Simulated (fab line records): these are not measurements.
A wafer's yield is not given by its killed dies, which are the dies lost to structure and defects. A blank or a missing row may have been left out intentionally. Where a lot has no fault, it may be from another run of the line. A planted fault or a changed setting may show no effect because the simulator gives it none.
fab line records	flow sky130
record lots=6	wafers=18	last_day=50
route steps=708 shown NWELL@76 PWDE@84 VT_ADJUST_HVTP@85 PAD_OPEN@708
lots untouched by any fault: they come from a run of this same line in which no faults occurred
start_h: hours from the record's opening day to when the first of the lot's shown wafers began	wait_h: how many hours have passed since the lot's step before this one	" the same as in the row above	L1.1+2: several wafers, shown together as one row	- no value, or no start was given	* or withheld: withheld	< > ~ a bound
route shown NAME@n: names a module that has steps shown in the file, with the first one's number in the route	usual: mean/standard deviation of fault-free wafers	same: alike in all rows	chamber/n: place in a boat	sites: each site's reading	_std_site: standard deviation across them	_edge_site: outer sites' mean less inner sites'	radius_mm: for every site, how far away it sits from the centre of the wafer	mask NAME#n: copy n	behind: tool/chamber where the wafer was last shaped	hold: the reason the lot was held/the length of the hold in hours/how it ended	device: the n, p or np transistor that did not switch	end of line: the route-end tests of the same wafers	a step with no rows: only its recipe	killed: at the first sort, the dies lost to defects and structure; wafer yield is something else	map: a wafer's dies, marking killed ones x, the rest . and places with no die _
set.NAME: the setting the step ran with; set.NAME@STEP: the setting that earlier step ran with	model.NAME: the simulator's own value behind a step, which no gauge read
certain route steps with their lots: each step a table, each wafer a row
services: a tool's chamber out of use, with start hour (start_h, from the record's first day; less than 0 if before it), hours out, and reason
## steps
# step SKY_NWELL_OVL_MEAS_23
# usual NWELL_01_OVL=-0.8/1.4
lot.wafer	tool	chamber	start_h	wait_h	NWELL_01_OVL[nm]
L772.2	overlay-01	-	163.13	-	-2.3
L772.4	"	-	"	"	-1.8
L772.5	"	-	"	"	-2.2
L774.1	overlay-02	-	173.52	-	-0.6
L774.2	"	-	"	"	0.1
L774.3	"	-	"	"	-1.2
L775.3	overlay-02	-	174.06	-	-0.1
L775.4	"	-	"	"	-0.2
L775.5	"	-	"	"	-0.3
L776.1	overlay-02	-	178.10	-	-3.6
L776.3	"	-	"	"	-1.3
L776.6	"	-	"	"	-1.8
L782.1	overlay-02	-	233.82	-	-0.9
L782.5	"	-	"	"	-0.5
L782.6	"	-	"	"	0.0
L785.2	overlay-02	-	243.77	-	-2.3
L785.4	"	-	"	"	0.0
L785.6	"	-	"	"	-0.2
# step SKY_NWELL_IMPLANT_24
# recipe species=B	energy_kev=140	dose_cm2=9.2e+12	tilt_deg=withheld
# step SKY_NWELL_STRIP_25
# recipe chemistry=O2/N2	power_w=1400	pressure_mtorr=1500	platen_temp_c=withheld	o2_flow_sccm=3000	n2_flow_sccm=300	overash_fraction=0.5
# usual drypump_motor_current_A=5.5/0.33	oes_product_au=0.722/0.0042	strip_time_to_endpoint_s=36.92/0.11
lot.wafer	tool	chamber	start_h	wait_h	drypump_motor_current_A	oes_product_au	rf_hours_counter_h	strip_time_to_endpoint_s
L772.2	plasma_asher-02	1	163.31	0.1	5.0	0.720	52	36.90
L772.4	"	1	"	"	5.0	0.711	-	37.00
L772.5	"	0	"	"	6.0	0.719	-	36.96
L774.1	plasma_asher-01	1	173.71	0.1	5.9	0.724	36	36.78
L774.2	"	0	"	"	5.5	0.721	36	36.72
L774.3	"	0	"	"	5.5	0.730	-	36.89
L775.3	plasma_asher-03	0	174.27	0.1	5.4	0.728	-	37.05
L775.4	"	1	"	"	5.5	0.717	-	37.09
L775.5	"	1	"	"	5.5	0.722	-	37.00
L776.1	plasma_asher-02	1	178.29	0.1	5.0	0.726	53	36.96
L776.3	"	1	"	"	5.0	0.729	-	37.05
L776.6	"	0	"	"	5.9	0.723	-	37.02
L782.1	plasma_asher-03	0	234.01	0.1	5.4	0.718	12	36.90
L782.5	"	0	"	"	5.4	0.733	-	37.04
L782.6	"	1	"	"	5.5	0.723	-	36.86
L785.2	plasma_asher-03	1	243.95	0.1	5.5	0.723	13	36.97
L785.4	"	1	"	"	5.5	0.722	-	36.97
L785.6	"	1	"	"	5.5	0.725	-	37.04
# step SKY_NWELL_TW_MEAS_26
# usual NWELL_2_TW=496.6/2.4
lot.wafer	tool	chamber	start_h	wait_h	NWELL_2_TW
L772.2	film_metro-03	-	163.42	0.1	496.1
L772.4	"	-	"	"	499.5
L772.5	"	-	"	"	496.6
L774.1	film_metro-02	-	173.81	0.1	497.2
L774.2	"	-	"	"	494.5
L774.3	"	-	"	"	496.0
L775.3	film_metro-03	-	174.36	0.1	496.8
L775.4	"	-	"	"	496.9
L775.5	"	-	"	"	497.3
L776.1	film_metro-01	-	178.39	0.1	496.4
L776.3	"	-	"	"	500.8
L776.6	"	-	"	"	498.6
L782.1	film_metro-03	-	234.11	0.1	494.0
L782.5	"	-	"	"	496.5
L782.6	"	-	"	"	496.2
L785.2	film_metro-03	-	244.06	0.1	493.0
L785.4	"	-	"	"	493.4
L785.6	"	-	"	"	493.5
# step SKY_NWELL_CLEAN_27
# recipe chemistry=SC1/SC2	mix=1:4:20	temp_c=70	time_s=150	dry=n2_spin
# step SKY_NWELL_RTA_28
# recipe temp_c=1050	time_s=30	idle_temp_c=650	ramp_up_c_per_s=150	ramp_down_c_per_s=90	ambient=N2
# usual lamp_power_pct=25.30/0.051	ramp_up_c_per_s=150.00/0.026	wafer_temp_C_max=1054.8/0.88
lot.wafer	tool	chamber	start_h	wait_h	lamp_power_pct	ramp_up_c_per_s	wafer_temp_C_max
L772.2	rtp_anneal-02	0	163.54	0.0	25.43	150.04	1054.4
L772.4	"	0	"	"	25.26	149.96	1055.1
L772.5	"	0	"	"	25.36	149.99	1053.9
L774.1	rtp_anneal-02	0	173.92	0.0	25.29	149.99	1053.9
L774.2	"	0	"	"	25.33	150.02	1054.2
L774.3	"	0	"	"	25.31	150.03	1055.5
L775.3	rtp_anneal-02	0	174.48	0.0	25.26	150.01	1056.6
L775.4	"	0	"	"	25.26	150.01	1054.1
L775.5	"	0	"	"	25.32	149.97	1054.1
L776.1	rtp_anneal-02	0	178.50	0.0	25.33	150.01	1055.7
L776.3	"	0	"	"	25.30	149.93	1054.5
L776.6	"	0	"	"	25.35	149.97	1055.2
L782.1	rtp_anneal-01	0	234.22	0.0	25.31	149.98	1055.7
L782.5	"	0	"	"	25.25	149.98	1054.7
L782.6	"	0	"	"	25.32	150.04	1056.8
L785.2	rtp_anneal-02	0	244.17	0.0	25.30	150.02	1055.4
L785.4	"	0	"	"	25.23	150.02	1056.0
L785.6	"	0	"	"	25.26	150.02	1053.8
# step SKY_NWELL_RS_MEAS_29
# recipe thk_meas_gauge=four-point-probe
# usual NWELL_RS=625.8/1.4
lot.wafer	tool	chamber	start_h	wait_h	NWELL_RS[ohm/sq]
L772.2	film_metro-01	-	163.64	0.1	626.5
L772.4	"	-	"	"	627.2
L772.5	"	-	"	"	626.2
L774.1	film_metro-01	-	174.02	0.1	622.3
L774.2	"	-	"	"	623.8
L774.3	"	-	"	"	624.4
L775.3	film_metro-03	-	174.59	0.1	625.2
L775.4	"	-	"	"	624.7
L775.5	"	-	"	"	625.9
L776.1	film_metro-03	-	178.60	0.1	627.0
L776.3	"	-	"	"	626.5
L776.6	"	-	"	"	626.9
L782.1	film_metro-02	-	234.32	0.1	624.9
L782.5	"	-	"	"	625.6
L782.6	"	-	"	"	624.1
L785.2	film_metro-01	-	244.28	0.1	624.4
L785.4	"	-	"	"	624.6
L785.6	"	-	"	"	625.2
# step SKY_NWELL_RS_MEAS_31
# recipe thk_meas_gauge=four-point-probe
# usual PWDE_RS=5227/22
lot.wafer	tool	chamber	start_h	wait_h	PWDE_RS[ohm/sq]
L772.2	film_metro-01	-	163.88	0.1	5240
L772.4	"	-	"	"	5229
L772.5	"	-	"	"	5244
L774.1	film_metro-01	-	174.26	0.1	5236
L774.2	"	-	"	"	5235
L774.3	"	-	"	"	5192
L775.3	film_metro-03	-	174.83	0.1	5260
L775.4	"	-	"	"	5257
L775.5	"	-	"	"	5253
L776.1	film_metro-03	-	178.84	0.1	5243
L776.3	"	-	"	"	5216
L776.6	"	-	"	"	5206
L782.1	film_metro-02	-	234.56	0.1	5197
L782.5	"	-	"	"	5190
L782.6	"	-	"	"	5215
L785.2	film_metro-01	-	244.52	0.1	5241
L785.4	"	-	"	"	5251
L785.6	"	-	"	"	5262
# step SKY_VT_ADJUST_HVTP_DEHYDRATE_00
# recipe temp_c=200	time_s=60
# step SKY_VT_ADJUST_HVTP_HMDS_01
# recipe prime_time_s=60	prime_temp_c=120
# step SKY_VT_ADJUST_HVTP_COAT_02
# recipe resist=NOVOLAK	spin_rpm=2937	resist_thk_nm=1140
# step SKY_VT_ADJUST_HVTP_SOFTBAKE_03
# recipe temp_c=90	time_s=60	resist=NOVOLAK
# usual heater_power_total_W=56.60/0.045	plate_temp_C=90.01/0.13
lot.wafer	tool	chamber	start_h	wait_h	heater_power_total_W	plate_temp_C
L772.2	litho_track-01	0	174.09	0.1	56.60	90.02
L772.4	"	0	"	"	56.63	89.91
L772.5	"	0	"	"	56.60	90.14
L774.1	litho_track-04	0	183.57	0.1	56.66	89.94
L774.2	"	0	"	"	56.67	90.03
L774.3	"	0	"	"	56.65	90.02
L775.3	litho_track-04	0	184.22	0.1	55.18	88.41
L775.4	"	0	"	"	55.22	88.21
L775.5	"	0	"	"	55.18	88.15
L776.1	litho_track-04	0	189.82	0.1	55.14	88.23
L776.3	"	0	"	"	55.18	88.42
L776.6	"	0	"	"	55.09	88.35
L782.1	litho_track-01	0	245.51	0.1	56.55	90.13
L782.5	"	0	"	"	56.60	90.19
L782.6	"	0	"	"	56.64	90.13
L785.2	litho_track-01	0	255.69	0.1	56.60	89.91
L785.4	"	0	"	"	56.61	90.09
L785.6	"	0	"	"	56.59	89.81
# step SKY_VT_ADJUST_HVTP_EXPOSE_04
# recipe mask_id=HVTPM	na=0.6	source_shape=conventional	sigma_outer=0.6	polarization=unpolarized	target_cd_nm=380	dose_mj=140
# step SKY_PAD_OPEN_PROBE_99
# usual killed_at_M0_to_M3=44/7.2	killed_at_M4_up=3.0/1.8	killed_at_contacts=24/5.4	killed_at_front_end=14/4.4	killed_at_other=0.4/0.64	killed_dies=86/9.4	killed_open=47/7.7	killed_short=39/5.8
# same gross_dies=492	killed_at_back_side=0
lot.wafer	tool	chamber	start_h	wait_h	killed_at_M0_to_M3	killed_at_M4_up	killed_at_contacts	killed_at_front_end	killed_at_other	killed_dies	killed_open	killed_short
L772.2	prober-02	-	1132.13	0.1	55	4	21	9	3	92	52	38
L772.4	prober-02	-	1132.23	0.2	50	4	14	17	0	85	54	31
L772.5	prober-02	-	1132.28	0.2	50	4	27	19	0	100	57	43
L775.3	prober-01	-	1142.33	0.2	36	10	24	17	0	87	56	31
L775.4	prober-01	-	1142.38	0.2	42	1	32	14	0	89	51	38
L775.5	prober-01	-	1142.43	0.2	45	4	21	14	0	84	40	44
L774.1	prober-02	-	1149.13	0.1	43	4	16	17	0	80	38	42
L774.2	prober-02	-	1149.18	0.1	51	1	23	17	0	92	47	44
L774.3	prober-02	-	1149.23	0.2	53	0	19	21	1	94	53	40
L776.1	prober-01	-	1150.63	0.1	53	4	34	10	1	102	63	39
L776.3	prober-01	-	1150.73	0.2	37	0	29	15	1	82	38	44
L776.6	prober-01	-	1150.88	0.2	47	3	11	12	0	73	45	28
L782.1	prober-01	-	1191.33	0.1	48	1	20	12	0	81	40	41
L782.5	prober-01	-	1191.53	0.2	40	5	20	9	0	74	35	39
L782.6	prober-01	-	1191.58	0.2	48	2	24	17	0	91	42	49
L785.2	prober-01	-	1203.22	0.1	47	1	17	16	1	82	41	41
L785.4	prober-01	-	1203.32	0.2	45	3	27	7	0	82	35	47
L785.6	prober-01	-	1203.42	0.2	48	4	22	8	0	82	57	25
# killed by level:class
L772.2 VIA1:geometric_particle:open=15 VIA1:geometric_particle:short=11 CONTACT:geometric_particle:open=9 VIA3:geometric_particle:open=8 VIA2:geometric_particle:open=7 LI_CONTACT:geometric_particle:open=5 METAL2:geometric_particle:short=5 VIA2:geometric_particle:short=4
L772.4 VIA3:geometric_particle:open=9 VIA1:geometric_particle:open=9 VIA2:geometric_particle:open=8 CONTACT:geometric_particle:open=7 FIELD_ISO:geometric_particle:open=6 METAL2:geometric_particle:short=5 VIA3:geometric_particle:short=5 POLY_GATE:geometric_particle:open=4
L772.5 VIA1:geometric_particle:open=12 CONTACT:geometric_particle:open=9 METAL1:geometric_particle:short=8 VIA2:geometric_particle:open=7 LI_CONTACT:geometric_particle:open=6 METAL2:geometric_particle:short=6 FIELD_ISO:geometric_particle:short=5 FIELD_ISO:geometric_particle:open=5
L775.3 CONTACT:geometric_particle:open=15 VIA3:geometric_particle:open=9 FIELD_ISO:geometric_particle:open=7 METAL4:geometric_particle:short=7 LI_CONTACT:geometric_particle:open=6 VIA1:geometric_particle:open=6 METAL2:geometric_particle:short=5 POLY_GATE:geometric_particle:open=3
L775.4 CONTACT:geometric_particle:open=12 VIA1:geometric_particle:open=9 FIELD_ISO:geometric_particle:open=7 LI_CONTACT:geometric_particle:open=7 VIA3:geometric_particle:open=6 METAL1:geometric_particle:short=5 FIELD_ISO:geometric_particle:short=4 LI_CONTACT:geometric_particle:short=4
L775.5 CONTACT:geometric_particle:open=12 VIA1:geometric_particle:open=10 METAL1:geometric_particle:short=6 VIA2:geometric_particle:short=6 VIA1:geometric_particle:short=5 VIA2:geometric_particle:open=5 VIA3:geometric_particle:open=5 POLY_CUT:geometric_particle:short=4
L774.1 VIA1:geometric_particle:open=14 POLY_GATE:geometric_particle:short=10 VIA1:geometric_particle:short=10 VIA2:geometric_particle:open=7 LI_CONTACT:geometric_particle:open=5 CONTACT:geometric_particle:open=5 METAL2:geometric_particle:short=5 METAL4:geometric_particle:short=4
L774.2 VIA1:geometric_particle:open=18 METAL2:geometric_particle:short=9 VIA2:geometric_particle:open=8 VIA1:geometric_particle:short=7 FIELD_ISO:geometric_particle:open=5 LI_CONTACT:geometric_particle:short=5 CONTACT:geometric_particle:open=5 FIELD_ISO:geometric_particle:short=4
L774.3 VIA1:geometric_particle:open=14 CONTACT:geometric_particle:open=8 VIA2:geometric_particle:open=8 VIA1:geometric_particle:short=7 FIELD_ISO:geometric_particle:short=5 POLY_GATE:geometric_particle:short=5 LI_CONTACT:geometric_particle:open=5 POLY_GATE:geometric_particle:open=4
L776.1 CONTACT:geometric_particle:open=16 VIA1:geometric_particle:open=15 LI_CONTACT:geometric_particle:open=11 VIA3:geometric_particle:open=8 METAL1:geometric_particle:short=5 METAL2:geometric_particle:short=5 VIA3:geometric_particle:short=5 VIA2:geometric_particle:open=4
L776.3 LI_CONTACT:geometric_particle:open=8 LOCAL_INTERCONNECT:geometric_particle:short=7 VIA1:geometric_particle:open=7 METAL2:geometric_particle:short=7 POLY_GATE:geometric_particle:short=5 LI_CONTACT:geometric_particle:short=5 CONTACT:geometric_particle:open=5 METAL1:geometric_particle:short=5
L776.6 VIA1:geometric_particle:open=10 VIA2:geometric_particle:open=7 VIA3:geometric_particle:short=6 VIA1:geometric_particle:short=5 CONTACT:geometric_particle:open=5 METAL1:geometric_particle:short=4 POLY_GATE:geometric_particle:open=4 LI_CONTACT:geometric_particle:open=4
L782.1 VIA1:geometric_particle:open=15 VIA2:geometric_particle:short=6 METAL2:geometric_particle:short=6 VIA2:geometric_particle:open=6 FIELD_ISO:geometric_particle:short=5 LI_CONTACT:geometric_particle:open=5 VIA1:geometric_particle:short=5 CONTACT:geometric_particle:short=4
L782.5 METAL2:geometric_particle:short=10 VIA1:geometric_particle:open=7 CONTACT:geometric_particle:open=7 VIA2:geometric_particle:open=6 CONTACT:geometric_particle:short=4 VIA1:geometric_particle:short=4 FIELD_ISO:geometric_particle:open=3 FIELD_ISO:geometric_particle:short=3
L782.6 VIA2:geometric_particle:open=10 CONTACT:geometric_particle:open=7 VIA1:geometric_particle:short=7 VIA1:geometric_particle:open=7 FIELD_ISO:geometric_particle:open=6 FIELD_ISO:geometric_particle:short=6 METAL2:geometric_particle:short=6 LOCAL_INTERCONNECT:geometric_particle:short=5
L785.2 CONTACT:geometric_particle:open=8 VIA1:geometric_particle:open=7 VIA3:geometric_particle:open=7 METAL1:geometric_particle:short=6 VIA1:geometric_particle:short=6 FIELD_ISO:geometric_particle:short=5 FIELD_ISO:geometric_particle:open=5 VIA2:geometric_particle:short=5
L785.4 CONTACT:geometric_particle:open=10 METAL2:geometric_particle:short=9 VIA1:geometric_particle:open=8 LI_CONTACT:geometric_particle:short=6 CONTACT:geometric_particle:short=6 VIA1:geometric_particle:short=5 VIA2:geometric_particle:open=5 VIA3:geometric_particle:open=5
L785.6 CONTACT:geometric_particle:open=13 VIA1:geometric_particle:open=11 VIA2:geometric_particle:open=9 VIA3:geometric_particle:open=8 LI_CONTACT:geometric_particle:open=5 METAL1:geometric_particle:short=4 METAL3:geometric_particle:short=4 FIELD_ISO:geometric_particle:open=3
## services
tool	chamber	start_h	hours	kind
plasma_asher-01	-	145.14	5.5	repair
plasma_asher-01	-	203.31	7.0	repair
plasma_asher-02	-	226.00	17.2	repair
rtp_anneal-01	-	234.61	2.9	pm
## key
first_sign step=SKY_VT_ADJUST_HVTP_SOFTBAKE_03	reading=heater_power_total_W	direction=down	sigmas=32	usual=*	struck=*
effect step=SKY_VT_ADJUST_HVTP_SOFTBAKE_03	reading=plate_temp_C	direction=down	sigmas=14	usual=*	struck=*
met_at SKY_VT_ADJUST_HVTP_SOFTBAKE_03
struck_wafers L775.3,L775.4,L775.5,L776.1,L776.3,L776.6
tester_left_out L775,L776
onset_between 183.57 184.22
fault kind=process_parameter_drift	tool=litho_track-04	chamber=-	onset_h=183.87	steps=SKY_VT_ADJUST_HVTP_SOFTBAKE_03	channel=temp_c	offset=*	shape=step	end_h=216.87	acts_in=*	stated=*
# tester_left_out: of these lots the tester's yield and bins aren't shown, on N5 and GAA mostly nor the transistor test; their killed dies are dies lost to structure and defects alone, not to doping, threshold or leakage, so they don't give the yield
